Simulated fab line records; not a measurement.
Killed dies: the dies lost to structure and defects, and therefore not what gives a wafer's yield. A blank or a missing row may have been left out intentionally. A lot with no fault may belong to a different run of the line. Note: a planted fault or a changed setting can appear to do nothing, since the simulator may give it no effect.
fab line records | flow gf180mcu
record lots=13 wafers=39 last-day=34
route steps=602 shown STI@8 NWELL@137 CONTACT@290 M2@377
lots that met no fault: taken from a fault-free run of the same line
start-h: the number of hours between the record's first day and the start of the first shown wafer of the lot | wait-h: time in hours since the lot's previous step | " as in the row above | L1.1+2: a row that stands for several wafers | - no value present, or no start provided | * or withheld: withheld | < > ~ a bound
route shown NAME@n: a module of which the file shows steps, and the number in the route of the first | usual: mean and standard deviation over wafers with no fault | same: alike in all rows | chamber/n: place in a boat | sites: readings site by site | _std_site: the values' standard deviation | _edge_site: inner sites' mean taken away from outer sites' mean | radius-mm: for every site, how far away it sits from the centre of the wafer | mask NAME#n: copy n | behind: the most recent tool/chamber to have shaped the wafer | hold: cause of the lot's hold/its duration in hours/its outcome | device: whichever transistor did not switch (one of n, p or np) | end of line: tests of these same wafers at the route's end | for a step that has no rows: nothing shown but its recipe | killed: dies lost to structure and defects at the first sort, not the wafer's yield | map: dies across one wafer; x = killed, . = not, _ = none there
set.NAME: the setting as run; set.NAME@STEP: as run at that earlier step | model.NAME: the simulator's own value behind a step, which no gauge read
one table for each step of the route and one row for each wafer, over a sample of lots
services: from which hour (start-h, from the record's first day; less than 0 if before it) a tool's chamber was out of use, for how many hours, and why
## steps
# step GF_STI_COAT_07
# recipe resist=KrF spin-rpm=withheld resist-thk-nm=700
# usual dispense-pressure-kPa=47.4/2.2 exhaust-pa=44.9/0.85 resist-line-temp-C=23.01/0.1
# columns lot.wafer tool chamber start-h wait-h dispense-pressure-kPa exhaust-pa resist-line-temp-C
L793.2 litho-track-04 0 19.44 0.1 49.3 44.2 23.09
L793.3 " 0 " " 49.2 44.2 23.17
L793.5 " 0 " " 49.3 44.4 23.02
L794.4 litho-track-04 0 23.69 0.1 49.2 45.1 23.10
L794.5 " 0 " " 49.2 45.2 23.10
L794.6 " 0 " " 49.2 45.6 23.13
L795.1 litho-track-02 0 28.89 0.1 45.0 45.5 23.01
L795.2 " 0 " " 45.0 46.2 23.04
L795.6 " 0 " " 45.0 44.9 23.11
L798.2 litho-track-01 0 43.77 0.1 49.6 44.8 22.92
L798.3 " 0 " " 49.6 45.8 23.03
L798.5 " 0 " " 49.6 46.3 22.92
L799.3 litho-track-02 0 49.69 0.1 45.0 45.8 23.05
L799.4 " 0 " " 45.0 45.1 22.95
L799.6 " 0 " " 45.0 45.3 23.04
L800.1 litho-track-01 0 54.65 0.1 49.6 45.3 23.00
L800.4 " 0 " " 49.6 45.9 22.90
L800.6 " 0 " " 49.6 45.9 22.91
L802.3 litho-track-02 0 64.79 0.1 45.0 45.0 23.00
L802.5 " 0 " " 45.0 43.9 22.91
L802.6 " 0 " " 45.0 43.9 23.07
L803.2 litho-track-01 0 69.82 0.1 49.6 43.6 23.07
L803.4 " 0 " " 49.6 43.9 22.97
L803.5 " 0 " " 49.6 44.8 22.91
L804.3 litho-track-02 0 75.14 0.1 45.0 44.5 23.02
L804.5 " 0 " " 45.0 46.6 23.09
L804.6 " 0 " " 45.0 44.9 23.10
L807.2 litho-track-02 0 90.76 0.1 45.0 44.3 22.91
L807.3 " 0 " " 45.0 42.6 23.09
L807.6 " 0 " " 45.0 44.7 22.99
L809.1 litho-track-04 0 101.46 0.1 49.2 45.6 23.10
L809.2 " 0 " " 49.2 45.6 23.16
L809.3 " 0 " " 49.2 43.6 23.02
L811.1 litho-track-02 0 111.34 0.1 45.0 43.6 23.02
L811.2 " 0 " " 45.0 44.2 23.05
L811.5 " 0 " " 45.0 44.1 22.92
L814.1 litho-track-01 0 125.50 0.1 49.6 45.8 22.83
L814.3 " 0 " " 49.6 46.5 22.85
L814.4 " 0 " " 49.6 44.8 22.87
# step GF_STI_STRIP_15
# recipe chemistry=O2/N2 power-w=1400 pressure-mtorr=1500 platen-temp-c=250 o2-flow-sccm=3000 n2-flow-sccm=300 overash-fraction=0.5
# usual drypump-motor-current-A=5.8/0.36 heater-power-w=353/24 n2-flow-sccm=300.0/1 oes-product-au=0.382/0.005 strip-time-to-endpoint-s=3.70/0.038
# columns lot.wafer tool chamber start-h wait-h drypump-motor-current-A heater-power-w n2-flow-sccm oes-product-au rf-hours-counter-h strip-time-to-endpoint-s
L793.2 plasma-asher-02 0 26.21 0.0 6.0 338 299.5 0.381 39 3.72
L793.3 " 0 " " 6.1 352 300.1 0.383 - 3.73
L793.5 " 1 " " 5.5 360 299.6 0.386 - 3.76
L794.4 plasma-asher-03 1 29.85 0.1 6.0 360 299.5 0.377 - 3.68
L794.5 " 1 " " 6.0 367 298.6 0.379 - 3.62
L794.6 " 0 " " 5.1 401 298.4 0.379 - 3.68
L795.1 plasma-asher-04 1 35.22 0.0 6.1 317 298.7 0.382 37 3.68
L795.2 " 0 " " 5.9 348 297.5 0.380 37 3.67
L795.6 " 1 " " 6.1 336 299.8 0.394 - 3.67
L798.2 plasma-asher-02 0 50.47 0.0 6.0 342 303.2 0.382 42 3.72
L798.3 " 1 " " 5.6 374 299.5 0.381 - 3.76
L798.5 " 1 " " 5.6 359 298.6 0.380 - 3.70
L799.3 plasma-asher-04 0 56.70 0.1 5.9 328 299.6 0.376 - 3.70
L799.4 " 1 " " 6.0 337 298.6 0.390 - 3.68
L799.6 " 1 " " 6.1 332 297.9 0.382 - 3.69
L800.1 plasma-asher-02 0 61.84 0.0 6.0 337 299.8 0.386 43 3.71
L800.4 " 1 " " 5.6 368 301.0 0.375 - 3.66
L800.6 " 0 " " 6.0 337 301.3 0.379 - 3.69
L802.3 plasma-asher-02 0 71.65 0.1 6.1 344 301.6 0.390 - 3.67
L802.5 " 1 " " 5.6 359 299.0 0.383 - 3.71
L802.6 " 0 " " 6.0 345 300.6 0.386 - 3.67
L803.2 plasma-asher-02 0 76.94 0.0 6.0 342 297.6 0.379 45 3.68
L803.4 " 0 " " 6.0 347 298.6 0.380 - 3.67
L803.5 " 0 " " 6.0 347 298.9 0.386 - 3.73
L804.3 plasma-asher-04 1 82.35 0.1 6.1 329 300.5 0.382 - 3.68
L804.5 " 1 " " 6.1 341 299.4 0.381 - 3.70
L804.6 " 0 " " 6.0 343 299.6 0.384 - 3.70
L807.2 plasma-asher-03 0 98.27 0.0 5.1 395 300.2 0.400 44 4.01
L807.3 " 0 " " 5.1 396 299.9 0.398 - 4.02
L807.6 " 0 " " 5.1 398 301.4 0.391 - 3.98
L809.1 plasma-asher-04 1 108.67 0.0 6.1 339 300.5 0.383 45 3.76
L809.2 " 0 " " 6.0 332 299.9 0.380 45 3.74
L809.3 " 1 " " 6.1 326 301.0 0.383 - 3.73
L811.1 plasma-asher-03 1 118.97 0.0 5.9 355 299.5 0.394 0 4.02
L811.2 " 0 " " 5.1 415 300.0 0.393 0 3.96
L811.5 " 1 " " 5.9 361 299.8 0.400 - 4.03
L814.1 plasma-asher-04 1 133.46 0.0 6.1 325 300.4 0.375 48 3.62
L814.3 " 0 " " 5.9 330 300.3 0.384 - 3.64
L814.4 " 1 " " 6.1 335 300.1 0.383 - 3.66
# step GF_VT_IMPLANT_RS_MEAS_47
# recipe thk-meas-gauge=four-point-probe
# usual NWELL_RS=488.1/1.2
# columns lot.wafer tool chamber start-h wait-h NWELL_RS[ohm/sq]
L793.2 film-metro-01 - 157.60 0.1 487.8
L793.3 " - " " 488.3
L793.5 " - " " 487.7
L794.4 film-metro-02 - 161.69 0.1 487.2
L794.5 " - " " 487.4
L794.6 " - " " 486.3
L795.1 film-metro-04 - 168.11 0.1 486.7
L795.2 " - " " 486.8
L795.6 " - " " 487.9
L798.2 film-metro-04 - 187.16 0.1 488.3
L798.3 " - " " 488.1
L798.5 " - " " 488.6
L799.3 film-metro-02 - 197.37 0.1 486.3
L799.4 " - " " 486.2
L799.6 " - " " 487.7
L800.1 film-metro-01 - 202.28 0.1 489.9
L800.4 " - " " 489.2
L800.6 " - " " 489.8
L802.3 film-metro-01 - 216.50 0.1 490.6
L802.5 " - " " 490.0
L802.6 " - " " 490.3
L803.2 film-metro-01 - 221.72 0.1 489.5
L803.4 " - " " 487.8
L803.5 " - " " 487.7
L804.3 film-metro-02 - 228.93 0.1 488.6
L804.5 " - " " 487.5
L804.6 " - " " 488.0
L807.2 film-metro-04 - 254.80 0.1 488.9
L807.3 " - " " 487.5
L807.6 " - " " 487.0
L809.1 film-metro-04 - 264.88 0.1 489.0
L809.2 " - " " 488.6
L809.3 " - " " 486.5
L811.1 film-metro-02 - 279.24 0.1 487.8
L811.2 " - " " 488.0
L811.5 " - " " 488.6
L814.1 film-metro-01 - 299.29 0.1 490.0
L814.3 " - " " 489.4
L814.4 " - " " 488.8
# step GF_CONTACT_THK_MEAS_03
# recipe reads=SiO2_of_CONTACT_CVD_02
# usual CONTACT_CVD_02_THK=858/11
# columns lot.wafer tool chamber start-h wait-h CONTACT_CVD_02_THK[nm]
L794.4 film-metro-02 - 345.42 0.1 866
L794.5 " - " " 857
L794.6 " - " " 864
L793.2 film-metro-01 - 348.13 0.1 847
L793.3 " - " " 862
L793.5 " - " " 866
L795.1 film-metro-01 - 355.06 0.0 865
L795.2 " - " " 843
L795.6 " - " " 868
L798.2 film-metro-01 - 378.73 0.0 855
L798.3 " - " " 840
L798.5 " - " " 864
L799.3 film-metro-04 - 389.21 0.1 839
L799.4 " - " " 855
L799.6 " - " " 857
L800.1 film-metro-04 - 399.80 0.0 853
L800.4 " - " " 869
L800.6 " - " " 864
L802.3 film-metro-04 - 415.86 0.1 858
L802.5 " - " " 850
L802.6 " - " " 862
L803.2 film-metro-04 - 424.47 0.0 842
L803.4 " - " " 855
L803.5 " - " " 858
L804.3 film-metro-04 - 432.18 0.1 851
L804.5 " - " " 861
L804.6 " - " " 860
L807.2 film-metro-01 - 466.18 0.0 849
L807.3 " - " " 851
L807.6 " - " " 865
L809.1 film-metro-04 - 480.08 0.0 850
L809.2 " - " " 852
L809.3 " - " " 859
L811.1 film-metro-02 - 494.51 0.0 877
L811.2 " - " " 849
L811.5 " - " " 875
L814.1 film-metro-02 - 520.10 0.0 851
L814.3 " - " " 842
L814.4 " - " " 862
# step GF_M2_OVL_MEAS_15
# usual M2_OVL=-1/5.1
# columns lot.wafer tool chamber start-h wait-h M2_OVL[nm]
L794.4 overlay-02 - 443.89 0.1 2
L794.5 " - " " 6
L794.6 " - " " -5
L793.2 overlay-01 - 446.46 0.1 7
L793.3 " - " " 13
L793.5 " - " " 6
L795.1 overlay-01 - 456.16 0.1 -1
L795.2 " - " " -1
L795.6 " - " " -9
L798.2 overlay-01 - 479.36 0.1 -3
L798.3 " - " " 0
L798.5 " - " " -1
L799.3 overlay-01 - 490.54 0.1 4
L799.4 " - " " 6
L799.6 " - " " 1
L800.1 overlay-01 - 501.62 0.1 -3
L800.4 " - " " -10
L800.6 " - " " -12
L802.3 overlay-01 - 516.74 0.1 -10
L802.5 " - " " -5
L802.6 " - " " 3
L803.2 overlay-01 - 525.46 0.1 0
L803.4 " - " " -6
L803.5 " - " " 1
L804.3 overlay-01 - 532.62 0.1 0
L804.5 " - " " -2
L804.6 " - " " -3
L807.2 overlay-02 - 563.56 0.1 -16
L807.3 " - " " -7
L807.6 " - " " -11
L809.1 overlay-01 - 576.96 0.1 1
L809.2 " - " " 6
L809.3 " - " " 0
L811.1 overlay-01 - 588.41 0.1 -5
L811.2 " - " " 3
L811.5 " - " " -6
L814.1 overlay-02 - 612.91 0.1 7
L814.3 " - " " 6
L814.4 " - " " 5
## services
# columns tool chamber start-h hours kind
plasma-asher-02 - 47.71 1.2 repair
plasma-asher-03 - 108.75 9.0 pm
plasma-asher-03 0 108.75 9.0 vent-cycle
plasma-asher-03 1 108.75 9.0 vent-cycle
plasma-asher-03 0 117.75 - clean
plasma-asher-03 1 117.75 - clean
plasma-asher-02 - 127.02 15.6 pm
## key
first-sign step=GF_STI_STRIP_15 reading=strip-time-to-endpoint-s direction=up sigmas=8 usual=* struck=* through=*
effect step=GF_STI_STRIP_15 reading=oes-product-au direction=up sigmas=2.8 usual=0.382 struck=0.396 through=control-loop
met-at GF_STI_COAT_07
struck-lots L807,L811
tester-left-out L807,L811
loop-trim step=GF_STI_EXPOSE_09 setting=dose lots=L811
not-acting-at GF_VT_IMPLANT_RS_MEAS_47,GF_CONTACT_THK_MEAS_03,GF_M2_OVL_MEAS_15
onset-between 75.14 90.76
also-fits GF_STI_STRIP_15:plasma-asher-03
fault kind=process-parameter-drift tool=litho-track-02 chamber=- onset-h=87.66 steps=GF_STI_COAT_07 channel=resist-thk-nm offset=* shape=step end-h=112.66 acts-in=* stated=*
# tester-left-out: of these lots the tester's yield and bins aren't shown, on N5 and GAA mostly nor the transistor test; their killed dies are dies lost to structure and defects alone, not to doping, threshold or leakage, so they don't give the yield
# loop-trim: a control loop set the setting to another value than it would have without faults
